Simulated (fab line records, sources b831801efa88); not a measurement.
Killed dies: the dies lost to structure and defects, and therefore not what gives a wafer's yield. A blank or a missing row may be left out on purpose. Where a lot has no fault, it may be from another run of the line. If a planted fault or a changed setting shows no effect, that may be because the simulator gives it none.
Which tool did it? / flow gf180mcu / Sampling: 13 lots, 39 wafers, 3 of 602 route steps

## WHAT THE GAUGES READ, wafer by wafer
GF_STI_THK_MEAS_22.
lot=L624; measured=day 2 04:32; on=filmMetro-01; STI_OXIDATION_01_THK (nm)=15.4 15.4 15.2
lot=L625; measured=day 2 09:44; on=filmMetro-03; STI_OXIDATION_01_THK (nm)=14.3 14.4 14.6
lot=L626; measured=day 2 13:38; on=filmMetro-02; STI_OXIDATION_01_THK (nm)=14.4 14.3 14.7
lot=L627; measured=day 2 22:11; on=filmMetro-03; STI_OXIDATION_01_THK (nm)=15.1 14.9 14.9
lot=L635; measured=day 4 11:33; on=filmMetro-02; STI_OXIDATION_01_THK (nm)=14.8 14.7 14.9
lot=L636; measured=day 4 17:17; on=filmMetro-02; STI_OXIDATION_01_THK (nm)=15.3 15.1 15.0
lot=L637; measured=day 5 00:12; on=filmMetro-02; STI_OXIDATION_01_THK (nm)=14.9 14.8 14.9
lot=L638; measured=day 5 02:43; on=filmMetro-01; STI_OXIDATION_01_THK (nm)=14.7 14.9 14.5
lot=L639; measured=day 5 08:28; on=filmMetro-02; STI_OXIDATION_01_THK (nm)=15.2 15.0 15.0
lot=L640; measured=day 5 14:13; on=filmMetro-01; STI_OXIDATION_01_THK (nm)=15.2 15.2 15.1
lot=L641; measured=day 5 19:52; on=filmMetro-02; STI_OXIDATION_01_THK (nm)=15.2 15.1 15.2
lot=L644; measured=day 6 10:28; on=filmMetro-02; STI_OXIDATION_01_THK (nm)=15.3 15.3 15.3
lot=L645; measured=day 6 15:05; on=filmMetro-01; STI_OXIDATION_01_THK (nm)=14.7 14.8 14.8

GF_SAB_OVL_MEAS_10.
lot=L624; measured=day 15 02:05; on=overlay-02; SAB_OVL (nm)=0.7 -2.4 -2.4
lot=L625; measured=day 15 12:37; on=overlay-01; SAB_OVL (nm)=-2.1 -0.8 -2.1
lot=L626; measured=day 15 21:40; on=overlay-01; SAB_OVL (nm)=1.0 -0.9 -0.1
lot=L627; measured=day 16 06:58; on=overlay-01; SAB_OVL (nm)=0.9 -1.0 0.8
lot=L635; measured=day 19 01:39; on=overlay-02; SAB_OVL (nm)=-0.7 0.1 -1.7
lot=L636; measured=day 19 12:10; on=overlay-02; SAB_OVL (nm)=1.3 -0.5 -1.0
lot=L637; measured=day 19 19:22; on=overlay-01; SAB_OVL (nm)=-0.8 0.0 -0.9
lot=L638; measured=day 20 07:30; on=overlay-01; SAB_OVL (nm)=-1.6 -2.7 -1.2
lot=L639; measured=day 20 13:11; on=overlay-01; SAB_OVL (nm)=-0.8 -4.8 -2.3
lot=L640; measured=day 20 23:36; on=overlay-02; SAB_OVL (nm)=-0.4 -1.2 1.3
lot=L641; measured=day 24 06:41; on=overlay-02; SAB_OVL (nm)=-1.8 1.5 -1.0
lot=L644; measured=day 22 09:07; on=overlay-02; SAB_OVL (nm)=0.2 -0.8 1.0
lot=L645; measured=day 22 10:54; on=overlay-01; SAB_OVL (nm)=-0.8 -1.3 0.4

## WHICH TOOL RAN EACH LOT (tool, then ch and the chambers of the sampled wafers, then the start)
lot=L624; GF_POLY_GATE_STRIP_14=plasmaAsher-02 ch 0,1, day 9 07:12
lot=L625; GF_POLY_GATE_STRIP_14=plasmaAsher-02 ch 0,1, day 9 12:46
lot=L626; GF_POLY_GATE_STRIP_14=plasmaAsher-03 ch 0,1, day 9 20:21
lot=L627; GF_POLY_GATE_STRIP_14=plasmaAsher-01 ch 0,1, day 10 05:39
lot=L635; GF_POLY_GATE_STRIP_14=plasmaAsher-03 ch 0,1, day 12 08:27
lot=L636; GF_POLY_GATE_STRIP_14=plasmaAsher-01 ch 0,1, day 12 19:03
lot=L637; GF_POLY_GATE_STRIP_14=plasmaAsher-03 ch 0,1, day 13 00:55
lot=L638; GF_POLY_GATE_STRIP_14=plasmaAsher-02 ch 0,1, day 13 09:10
lot=L639; GF_POLY_GATE_STRIP_14=plasmaAsher-02 ch 0,1, day 13 14:43
lot=L640; GF_POLY_GATE_STRIP_14=plasmaAsher-03 ch 0,1, day 13 23:07
lot=L641; GF_POLY_GATE_STRIP_14=plasmaAsher-03 ch 0,1, day 14 04:43
lot=L644; GF_POLY_GATE_STRIP_14=plasmaAsher-03 ch 0,1, day 15 00:52
lot=L645; GF_POLY_GATE_STRIP_14=plasmaAsher-03 ch 0,1, day 15 07:30
- GF_POLY_GATE_STRIP_14: strips in O2/N2.

## WHAT THE TOOLS THEMSELVES READ (means of the sampled wafers that have a number; where no wafer has one, the mark that the record gives instead)
GF_POLY_GATE_STRIP_14.
lot=L624; tool=plasmaAsher-02; drypumpMotorCurrentA (A)=6.3; heaterPowerW (W)=402; oesProductAu (a.u.)=0.506
lot=L625; tool=plasmaAsher-02; drypumpMotorCurrentA (A)=6.3; heaterPowerW (W)=402; oesProductAu (a.u.)=0.505
lot=L626; tool=plasmaAsher-03; drypumpMotorCurrentA (A)=6.0; heaterPowerW (W)=353; oesProductAu (a.u.)=0.506
lot=L627; tool=plasmaAsher-01; drypumpMotorCurrentA (A)=5.8; heaterPowerW (W)=363; oesProductAu (a.u.)=0.507
lot=L635; tool=plasmaAsher-03; drypumpMotorCurrentA (A)=5.8; heaterPowerW (W)=389; oesProductAu (a.u.)=0.503
lot=L636; tool=plasmaAsher-01; drypumpMotorCurrentA (A)=5.8; heaterPowerW (W)=359; oesProductAu (a.u.)=0.507
lot=L637; tool=plasmaAsher-03; drypumpMotorCurrentA (A)=5.8; heaterPowerW (W)=394; oesProductAu (a.u.)=0.500
lot=L638; tool=plasmaAsher-02; drypumpMotorCurrentA (A)=6.2; heaterPowerW (W)=427; oesProductAu (a.u.)=0.510
lot=L639; tool=plasmaAsher-02; drypumpMotorCurrentA (A)=6.2; heaterPowerW (W)=423; oesProductAu (a.u.)=0.499
lot=L640; tool=plasmaAsher-03; drypumpMotorCurrentA (A)=5.8; heaterPowerW (W)=397; oesProductAu (a.u.)=0.510
lot=L641; tool=plasmaAsher-03; drypumpMotorCurrentA (A)=6.0; heaterPowerW (W)=350; oesProductAu (a.u.)=0.508
lot=L644; tool=plasmaAsher-03; drypumpMotorCurrentA (A)=6.0; heaterPowerW (W)=353; oesProductAu (a.u.)=0.508
lot=L645; tool=plasmaAsher-03; drypumpMotorCurrentA (A)=6.0; heaterPowerW (W)=347; oesProductAu (a.u.)=0.504

## THE ANSWER, worked out from the rows above alone
Rule: the usual values come from the lots themselves. The widest of any qualifying gaps counts: lots, ordered by their means at a reading, are off when they make up no more than a third of the lots, leave a main group of 4 or more, and stand apart from it by 3 or more times the standard deviation of that group's means. A main group is skipped when, at the precision printed for the reading in the tables above, its means are all equal. Also off: a lot with no number at a reading for which 4 or more lots have one. The other lots that the step has rows for count as sound. Order of review: gauges by route order, followed by the tools' own readings, for which a lot's mean as printed above is used. The first step at which some lot is off is used, and at that step the reading that is off furthest; a lot without a number counts as furthest.
No lot is off at any reading shown: from this, nothing can be told.

## WHAT THE SIMULATOR HAD PUT IN
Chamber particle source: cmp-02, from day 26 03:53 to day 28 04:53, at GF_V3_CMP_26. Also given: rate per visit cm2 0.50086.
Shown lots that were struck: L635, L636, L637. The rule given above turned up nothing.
